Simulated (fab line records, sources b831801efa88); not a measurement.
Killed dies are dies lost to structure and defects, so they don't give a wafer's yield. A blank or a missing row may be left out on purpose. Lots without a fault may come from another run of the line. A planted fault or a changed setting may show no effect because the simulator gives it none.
fab line records | flow sky130
record lots=13 wafers=39 last_day=50
route steps=708 shown VT_ADJUST_HVTR@138 SONOS_ONO@172 PAD_OPEN@708
lots that met no fault: from a run of the same line without faults
start_h: hours from the record's first day to the start of the lot's first wafer shown | wait_h: hours since the lot's step before | " the same as in the row above | L1.1+2: a row that stands for several wafers | - no value, or no start given | * or withheld: withheld | < > ~ a bound
route shown NAME@n: a module of which the file shows steps, and the number in the route of the first | usual: mean/standard deviation of fault-free wafers | same: alike in all rows | chamber/n: place in a boat | sites: the reading at each site | _std_site: their standard deviation | _edge_site: outer sites' mean less inner sites' | radius_mm: how far each site lies from the wafer's centre | mask NAME#n: copy n | behind: the tool/chamber that last shaped the wafer | hold: why the lot was held/for how many hours/how that ended | device: the transistor (n, p or np) that didn't switch | end of line: the same wafers' tests at the end of the route | a step without rows: its recipe alone | killed: dies lost to structure and defects at the first sort, not the wafer's yield | map: a wafer's dies, x killed, . not, _ none there
set.NAME: the setting as run; set.NAME@STEP: as run at that earlier step | model.NAME: the simulator's own value behind a step, which no gauge read
steps of the route over a sample of lots; a table a step, a row a wafer
services: from which hour (start_h, from the record's first day; less than 0 if before it) a tool's chamber was out of use, for how many hours, and why
## steps
# step SKY_VT_ADJUST_HVTR_CD_MEAS_07
# recipe target_cd_nm=380
# usual cd_nm=379.3/2.5
# columns lot.wafer tool chamber start_h wait_h cd_nm
L224.3 cd_sem-02 - 212.27 0.1 381.4
L224.5 " - " " 381.1
L224.6 " - " " 381.1
L225.2 cd_sem-01 - 215.99 0.1 380.1
L225.4 " - " " 381.6
L225.5 " - " " 380.7
L226.4 cd_sem-02 - 221.41 0.1 375.9
L226.5 " - " " 377.5
L226.6 " - " " 374.9
L227.1 cd_sem-01 - 234.32 0.1 377.7
L227.3 " - " " 376.5
L227.6 " - " " 376.6
L231.3 cd_sem-02 - 262.27 0.1 379.3
L231.5 " - " " 377.3
L231.6 " - " " 381.7
L232.1 cd_sem-02 - 269.95 0.1 382.4
L232.4 " - " " 380.5
L232.6 " - " " 380.3
L233.4 cd_sem-01 - 277.64 0.1 377.9
L233.5 " - " " 378.0
L233.6 " - " " 375.0
L240.1 cd_sem-02 - 332.92 0.1 379.5
L240.5 " - " " 380.0
L240.6 " - " " 377.9
L241.1 cd_sem-01 - 340.18 0.1 380.7
L241.3 " - " " 378.8
L241.5 " - " " 379.8
L242.1 cd_sem-01 - 344.23 0.1 380.0
L242.4 " - " " 378.0
L242.6 " - " " 380.5
L244.2 cd_sem-02 - 356.49 0.1 379.0
L244.5 " - " " 381.2
L244.6 " - " " 379.6
L245.1 cd_sem-01 - 369.57 0.1 379.5
L245.2 " - " " 375.0
L245.5 " - " " 375.8
L246.2 cd_sem-02 - 374.92 0.1 376.0
L246.3 " - " " 378.9
L246.6 " - " " 379.2
# step SKY_VT_ADJUST_HVTR_OVL_MEAS_08
# usual VT_ADJUST_HVTR_OVL=0.6/1.6
# columns lot.wafer tool chamber start_h wait_h VT_ADJUST_HVTR_OVL[nm]
L224.3 overlay-02 - 212.37 0.1 0.1
L224.5 " - " " 1.1
L224.6 " - " " 0.3
L225.2 overlay-02 - 216.10 0.1 -0.2
L225.4 " - " " -1.2
L225.5 " - " " 0.2
L226.4 overlay-02 - 221.49 0.1 0.7
L226.5 " - " " 0.8
L226.6 " - " " 1.0
L227.1 overlay-02 - 234.44 0.1 1.9
L227.3 " - " " 2.3
L227.6 " - " " 2.3
L231.3 overlay-01 - 262.37 0.1 3.0
L231.5 " - " " 4.1
L231.6 " - " " 2.5
L232.1 overlay-01 - 270.07 0.1 0.5
L232.4 " - " " 1.5
L232.6 " - " " 0.3
L233.4 overlay-01 - 277.72 0.1 0.1
L233.5 " - " " 0.6
L233.6 " - " " -0.3
L240.1 overlay-01 - 333.04 0.1 1.9
L240.5 " - " " -1.7
L240.6 " - " " -1.1
L241.1 overlay-02 - 340.30 0.1 -4.1
L241.3 " - " " -1.4
L241.5 " - " " -1.0
L242.1 overlay-01 - 344.35 0.1 -1.8
L242.4 " - " " 0.2
L242.6 " - " " 0.1
L244.2 overlay-02 - 356.60 0.1 -0.9
L244.5 " - " " -0.1
L244.6 " - " " -0.7
L245.1 overlay-02 - 369.70 0.1 -0.2
L245.2 " - " " 1.5
L245.5 " - " " -0.3
L246.2 overlay-02 - 375.03 0.1 0.5
L246.3 " - " " -0.5
L246.6 " - " " 0.9
# step SKY_SONOS_ONO_CVD_04
# recipe material=SiO2 precursor=SiH4/N2O target_thk_nm=5.7199 temp_c=900 pressure_mtorr=400
# usual spike_tc_bottom_C=917.7/1.1 spike_tc_centre_C=900.7/1 spike_tc_lower_C=898.5/1.2 zone_power_bottom_pct=28.3/0.8 zone_power_centre_pct=17.4/2.7 zone_power_lower_pct=16.0/0.82
# columns lot.wafer tool chamber start_h wait_h spike_tc_bottom_C spike_tc_centre_C spike_tc_lower_C zone_power_bottom_pct zone_power_centre_pct zone_power_lower_pct
L224.3 lpcvd-03 0 263.11 0.0 919.1 901.2 900.4 27.8 19.0 16.8
L224.5 " 0 " " 918.3 900.4 897.5 27.9 19.2 16.7
L224.6 " 0 " " 916.2 900.6 899.1 27.6 19.3 16.4
L225.2 lpcvd-03 0 267.92 0.0 920.0 902.0 899.9 28.1 19.0 16.5
L225.4 " 0 " " 917.6 900.7 899.8 28.0 19.4 16.4
L225.5 " 0 " " 918.4 898.9 900.0 27.7 19.3 16.3
L226.4 lpcvd-03 0 270.93 0.0 917.2 899.6 899.8 28.3 19.6 16.8
L226.5 " 0 " " 918.6 901.1 897.7 28.2 19.1 16.5
L226.6 " 0 " " 919.0 900.5 900.3 27.9 19.4 16.5
L227.1 lpcvd-03 0 287.27 0.1 919.7 899.4 899.3 27.6 19.0 16.2
L227.3 " 0 " " 918.9 899.7 899.1 27.9 19.3 16.5
L227.6 " 0 " " 919.2 900.8 898.2 27.8 19.1 16.4
L231.3 lpcvd-03 1 317.58 0.0 909.7 896.0 942.3 22.5 7.9 28.9
L231.5 " 1 " " 909.1 896.2 941.0 22.5 8.0 28.9
L231.6 " 1 " " 910.2 895.2 938.9 22.7 7.9 28.6
L232.1 lpcvd-03 1 325.92 0.1 909.9 895.2 942.8 23.0 7.9 29.5
L232.4 " 1 " " 908.0 895.5 940.4 22.5 7.9 28.3
L232.6 " 1 " " 909.5 896.3 938.9 22.6 8.0 28.9
L233.4 lpcvd-03 0 331.85 0.0 909.5 896.8 940.7 21.5 11.3 32.0
L233.5 " 0 " " 911.5 895.6 940.6 21.3 11.3 32.0
L233.6 " 0 " " 911.6 895.3 943.0 21.5 11.2 32.2
L240.1 lpcvd-03 0 393.35 0.1 918.5 900.8 899.9 27.6 19.4 16.7
L240.5 " 0 " " 919.8 899.8 898.1 27.3 19.2 16.8
L240.6 " 0 " " 918.2 899.9 898.0 27.6 19.0 16.5
L241.1 lpcvd-03 0 401.68 0.1 917.7 901.1 898.3 27.8 18.8 16.8
L241.3 " 0 " " 917.5 899.4 900.1 28.2 19.4 16.6
L241.5 " 0 " " 919.1 901.8 896.8 27.1 19.0 16.4
L242.1 lpcvd-03 1 405.73 0.1 918.5 899.5 897.1 29.5 13.6 14.6
L242.4 " 1 " " 917.6 901.0 897.6 29.2 13.8 14.7
L242.6 " 1 " " 916.8 900.8 898.6 29.3 13.5 14.9
L244.2 lpcvd-03 0 420.28 0.0 917.9 900.5 898.4 27.8 19.2 16.5
L244.5 " 0 " " 918.6 900.3 899.6 27.5 19.5 16.4
L244.6 " 0 " " 917.4 899.3 899.2 27.6 19.5 16.6
L245.1 lpcvd-03 0 432.33 0.1 916.8 899.3 900.0 27.8 19.4 16.7
L245.2 " 0 " " 917.7 901.1 898.0 27.9 19.5 16.8
L245.5 " 0 " " 917.5 901.6 899.2 27.9 19.2 15.9
L246.2 lpcvd-03 1 440.43 0.0 916.2 900.3 898.3 29.3 13.6 14.7
L246.3 " 1 " " 918.3 899.2 898.5 29.5 13.5 14.5
L246.6 " 1 " " 916.8 902.0 898.9 29.8 13.6 14.8
# step SKY_SONOS_ONO_STRIP_17
# recipe chemistry=O2/N2 power_w=1400 pressure_mtorr=1500 platen_temp_c=withheld o2_flow_sccm=3000 n2_flow_sccm=300 overash_fraction=0.5
# usual chamber_pressure_mTorr=1499.9/1.3 drypump_motor_current_A=5.7/0.32 oes_product_au=0.710/0.0044 strip_time_to_endpoint_s=14.11/0.041
# columns lot.wafer tool chamber start_h wait_h chamber_pressure_mTorr drypump_motor_current_A oes_product_au rf_hours_counter_h strip_time_to_endpoint_s
L224.3 plasma_asher-02 1 289.55 0.0 1497.8 5.4 0.707 - 14.11
L224.5 " 0 " " 1501.7 5.3 0.711 - 14.09
L224.6 " 1 " " 1499.7 5.4 0.705 - 14.04
L225.2 plasma_asher-03 0 294.75 0.0 1501.8 5.9 0.710 14 14.12
L225.4 " 0 " " 1499.6 5.9 0.708 - 14.08
L225.5 " 1 " " 1497.7 5.3 0.706 - 14.14
L226.4 plasma_asher-04 1 297.30 0.0 1501.3 6.1 0.712 - 14.13
L226.5 " 1 " " 1500.5 6.1 0.710 - 14.10
L226.6 " 0 " " 1499.4 5.6 0.710 - 14.12
L227.1 plasma_asher-03 0 314.42 0.0 1499.2 5.9 0.712 16 14.03
L227.3 " 0 " " 1503.2 5.9 0.712 - 14.07
L227.6 " 1 " " 1501.6 5.3 0.715 - 14.06
L231.3 plasma_asher-03 1 345.25 0.0 1499.7 5.3 0.704 - 14.12
L231.5 " 1 " " 1499.2 5.3 0.714 - 14.10
L231.6 " 0 " " 1500.0 5.9 0.710 - 14.05
L232.1 plasma_asher-03 0 354.97 0.0 1499.2 5.9 0.710 20 14.11
L232.4 " 0 " " 1500.2 5.9 0.712 - 14.08
L232.6 " 0 " " 1499.7 5.9 0.711 - 14.12
L233.4 plasma_asher-04 1 360.85 0.0 1502.2 6.1 0.710 - 14.16
L233.5 " 1 " " 1498.1 6.1 0.713 - 14.20
L233.6 " 0 " " 1501.1 5.7 0.709 - 14.19
L240.1 plasma_asher-03 1 424.77 0.0 1499.9 5.3 0.701 27 14.12
L240.5 " 0 " " 1499.0 5.9 0.708 - 14.14
L240.6 " 1 " " 1498.8 5.3 0.701 - 14.11
L241.1 plasma_asher-02 1 432.65 0.0 1500.9 5.4 0.707 0 14.10
L241.3 " 1 " " 1499.8 5.4 0.710 - 14.10
L241.5 " 1 " " 1498.2 5.4 0.714 - 14.08
L242.1 plasma_asher-04 0 437.45 0.0 1501.3 5.7 0.713 75 14.14
L242.4 " 1 " " 1500.5 6.1 0.709 - 14.16
L242.6 " 0 " " 1500.0 5.7 0.711 - 14.16
L244.2 plasma_asher-03 0 452.00 0.0 1500.3 5.9 0.719 30 14.09
L244.5 " 0 " " 1500.3 5.9 0.706 - 14.11
L244.6 " 1 " " 1501.4 5.2 0.709 - 14.04
L245.1 plasma_asher-03 1 464.35 0.0 1502.4 5.3 0.707 31 14.20
L245.2 " 0 " " 1501.3 5.9 0.711 31 14.17
L245.5 " 0 " " 1500.2 5.9 0.705 - 14.18
L246.2 plasma_asher-02 0 473.13 0.0 1500.0 5.3 0.714 4 14.13
L246.3 " 1 " " 1499.8 5.4 0.715 - 14.14
L246.6 " 0 " " 1499.8 5.3 0.713 - 14.15
# step SKY_PAD_OPEN_PROBE_99
# usual killed_at_M0_to_M3=43/6.3 killed_at_M4_up=3.1/1.9 killed_at_contacts=24/5.1 killed_at_front_end=14/4.3 killed_at_other=0.3/0.53 killed_dies=85/8.8 killed_open=46/7.1 killed_short=38/5.9
# same gross_dies=492 killed_at_back_side=0
# columns lot.wafer tool chamber start_h wait_h killed_at_M0_to_M3 killed_at_M4_up killed_at_contacts killed_at_front_end killed_at_other killed_dies killed_open killed_short
L231.3 prober-01 - 1124.88 0.2 43 1 22 15 1 82 43 39
L231.5 prober-01 - 1124.98 0.2 39 5 23 7 0 74 48 26
L231.6 prober-01 - 1125.03 0.2 46 1 31 18 0 96 58 38
L232.1 prober-02 - 1127.54 0.1 53 4 26 10 0 93 52 41
L232.4 prober-02 - 1127.69 0.2 49 3 13 15 0 80 47 32
L232.6 prober-02 - 1127.79 0.2 40 3 32 19 1 95 45 49
L233.4 prober-01 - 1132.72 0.2 56 3 26 7 0 92 54 38
L233.5 prober-01 - 1132.77 0.2 51 1 22 6 0 80 53 27
L233.6 prober-01 - 1132.82 0.2 42 0 31 21 0 94 54 40
L240.1 prober-02 - 1172.55 0.1 41 1 21 16 1 80 46 33
L240.5 prober-02 - 1172.75 0.2 39 1 26 12 1 79 35 43
L240.6 prober-02 - 1172.80 0.2 41 3 19 17 1 81 35 46
# killed by level:class
L231.3 VIA1:geometric_particle:open=11 CONTACT:geometric_particle:open=8 METAL1:geometric_particle:short=7 VIA3:geometric_particle:open=7 POLY_GATE:geometric_particle:short=6 LI_CONTACT:geometric_particle:open=6 POLY_GATE:geometric_particle:open=5 LI_CONTACT:geometric_particle:short=5
L231.5 VIA1:geometric_particle:open=12 CONTACT:geometric_particle:open=9 CONTACT:geometric_particle:short=7 VIA2:geometric_particle:open=6 VIA3:geometric_particle:open=6 LI_CONTACT:geometric_particle:open=5 METAL2:geometric_particle:short=5 METAL4:geometric_particle:short=4
L231.6 CONTACT:geometric_particle:open=16 VIA3:geometric_particle:open=8 POLY_GATE:geometric_particle:open=7 VIA1:geometric_particle:open=7 VIA2:geometric_particle:open=7 CONTACT:geometric_particle:short=6 METAL1:geometric_particle:short=6 LI_CONTACT:geometric_particle:open=5
L232.1 VIA1:geometric_particle:open=13 CONTACT:geometric_particle:open=11 METAL1:geometric_particle:short=9 METAL2:geometric_particle:short=9 VIA2:geometric_particle:open=8 FIELD_ISO:geometric_particle:open=5 LOCAL_INTERCONNECT:geometric_particle:short=5 LI_CONTACT:geometric_particle:open=5
L232.4 VIA1:geometric_particle:open=13 VIA1:geometric_particle:short=8 CONTACT:geometric_particle:open=8 VIA2:geometric_particle:open=6 METAL1:geometric_particle:short=6 FIELD_ISO:geometric_particle:open=5 VIA2:geometric_particle:short=5 POLY_GATE:geometric_particle:short=4
L232.6 LI_CONTACT:geometric_particle:open=10 CONTACT:geometric_particle:open=10 METAL1:geometric_particle:short=10 VIA1:geometric_particle:open=8 POLY_GATE:geometric_particle:short=6 VIA3:geometric_particle:open=6 LOCAL_INTERCONNECT:geometric_particle:short=6 FIELD_ISO:geometric_particle:short=5
L233.4 VIA1:geometric_particle:open=12 CONTACT:geometric_particle:open=11 VIA3:geometric_particle:open=10 CONTACT:geometric_particle:short=7 VIA1:geometric_particle:short=7 LI_CONTACT:geometric_particle:open=5 VIA2:geometric_particle:open=5 METAL1:geometric_particle:short=5
L233.5 VIA1:geometric_particle:open=15 CONTACT:geometric_particle:open=12 VIA2:geometric_particle:open=10 VIA3:geometric_particle:open=6 METAL2:geometric_particle:short=5 VIA3:geometric_particle:short=4 LI_CONTACT:geometric_particle:open=3 CONTACT:geometric_particle:short=3
L233.6 CONTACT:geometric_particle:open=14 VIA2:geometric_particle:open=10 CONTACT:geometric_particle:short=9 FIELD_ISO:geometric_particle:short=7 METAL2:geometric_particle:short=7 VIA3:geometric_particle:open=6 VIA1:geometric_particle:open=5 FIELD_ISO:geometric_particle:open=4
L240.1 VIA1:geometric_particle:open=10 LI_CONTACT:geometric_particle:open=7 CONTACT:geometric_particle:open=7 VIA3:geometric_particle:open=7 VIA2:geometric_particle:open=6 FIELD_ISO:geometric_particle:short=5 POLY_GATE:geometric_particle:short=4 LOCAL_INTERCONNECT:geometric_particle:short=4
L240.5 VIA1:geometric_particle:open=12 VIA3:geometric_particle:open=7 FIELD_ISO:geometric_particle:short=6 LI_CONTACT:geometric_particle:short=6 LI_CONTACT:geometric_particle:open=6 CONTACT:geometric_particle:short=5 LOCAL_INTERCONNECT:geometric_particle:short=5 METAL2:geometric_particle:short=5
L240.6 VIA1:geometric_particle:open=9 METAL2:geometric_particle:short=8 LI_CONTACT:geometric_particle:open=6 CONTACT:geometric_particle:short=6 METAL1:geometric_particle:short=5 VIA1:geometric_particle:short=5 FIELD_ISO:geometric_particle:short=4 POLY_GATE:geometric_particle:short=4
## services
# columns tool chamber start_h hours kind
lpcvd-03 - 241.83 6.1 pm
plasma_asher-03 - 298.60 0.9 repair
lpcvd-03 - 353.15 0.7 repair
lpcvd-03 - 389.72 0.2 repair
plasma_asher-03 - 413.36 0.8 repair
plasma_asher-02 - 421.25 9.0 pm
plasma_asher-02 0 421.25 9.0 vent_cycle
plasma_asher-02 1 421.25 9.0 vent_cycle
plasma_asher-02 0 430.25 - clean
plasma_asher-02 1 430.25 - clean
## key
first_sign step=SKY_SONOS_ONO_CVD_04 reading=spike_tc_lower_C direction=up sigmas=34 usual=898.5 struck=941.0
effect step=SKY_SONOS_ONO_CVD_04 reading=zone_power_lower_pct direction=up sigmas=17 usual=16.0 struck=29.9
met_at SKY_SONOS_ONO_CVD_04
struck_lots L231,L232,L233
tester_left_out L231,L232,L233
not_acting_at SKY_VT_ADJUST_HVTR_CD_MEAS_07,SKY_VT_ADJUST_HVTR_OVL_MEAS_08,SKY_SONOS_ONO_STRIP_17
onset_between 287.27 317.58
fault kind=process_parameter_drift tool=lpcvd-03 chamber=- onset_h=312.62 steps=SKY_SONOS_ONO_CVD_04 channel=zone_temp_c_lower offset=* shape=step end_h=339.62
# tester_left_out: of these lots the tester's yield and bins aren't shown, on N5 and GAA mostly nor the transistor test; their killed dies are dies lost to structure and defects alone, not to doping, threshold or leakage, so they don't give the yield
